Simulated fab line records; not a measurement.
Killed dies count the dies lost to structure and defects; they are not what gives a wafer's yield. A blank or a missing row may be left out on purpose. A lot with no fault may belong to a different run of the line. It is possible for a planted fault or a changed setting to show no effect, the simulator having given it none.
Which of the tools did it? -- flow gf180mcu -- 21 wafers from 7 lots sampled at 2 of the route's 602 steps

== WHAT THE GAUGES READ, wafer by wafer ==
GF_VT_IMPLANT_TW_MEAS_32.
lot,measured,on,VT_IMPLANT_3_TW
L673,day 7 23:43,film-metro-04,267.9 269.5 268.7
L675,day 8 09:43,film-metro-01,273.6 272.8 272.8
L678,day 9 04:10,film-metro-01,272.8 272.2 272.0
L685,day 11 10:38,film-metro-03,247.3 247.8 248.5
L687,day 12 01:20,film-metro-03,243.6 244.1 245.0
L689,day 12 12:22,film-metro-01,272.4 272.8 271.6
L691,day 12 19:31,film-metro-01,272.5 272.1 270.4

== WHICH TOOL RAN EACH LOT (tool, then ch and the chambers of the sampled wafers, then the start) ==
lot,GF_VT_IMPLANT_IMPLANT_30
L673,"implanter-01 ch 0, day 7 23:29"
L675,"implanter-02 ch 0, day 8 09:30"
L678,"implanter-02 ch 0, day 9 03:55"
L685,"implanter-04 ch 0, day 11 10:23"
L687,"implanter-04 ch 0, day 12 01:05"
L689,"implanter-02 ch 0, day 12 12:07"
L691,"implanter-01 ch 0, day 12 19:16"
- GF_VT_IMPLANT_IMPLANT_30

== THE ANSWER, worked out from the rows above alone ==
Rule: the lots themselves supply what counts as usual. Put in order of their means at a reading, lots are off if they are a third of the lots or fewer, leave a main group of 4 or more, and stand apart from it by a gap of 3 or more times the standard deviation of the main group's means; of several such gaps the widest counts. A main group is skipped when, at the precision printed for the reading in the tables above, its means are all equal. A lot without any number at a reading at which 4 lots or more have one is off too. All remaining lots with rows at the step are treated as sound.
Off: at GF_VT_IMPLANT_TW_MEAS_32 (VT_IMPLANT_3_TW), L685, L687. Main group: mean 271.6, sd 1.5.
A tool fits if, at a process step before that reading, it ran every lot that is off, and no sound lot after the first of them. Those tools and the gauges at GF_VT_IMPLANT_TW_MEAS_32 are tried in the same way. Can't be told from this: 2 tools fit, implanter-04 at GF_VT_IMPLANT_IMPLANT_30, film-metro-03 at GF_VT_IMPLANT_TW_MEAS_32.

== WHAT THE SIMULATOR HAD PUT IN ==
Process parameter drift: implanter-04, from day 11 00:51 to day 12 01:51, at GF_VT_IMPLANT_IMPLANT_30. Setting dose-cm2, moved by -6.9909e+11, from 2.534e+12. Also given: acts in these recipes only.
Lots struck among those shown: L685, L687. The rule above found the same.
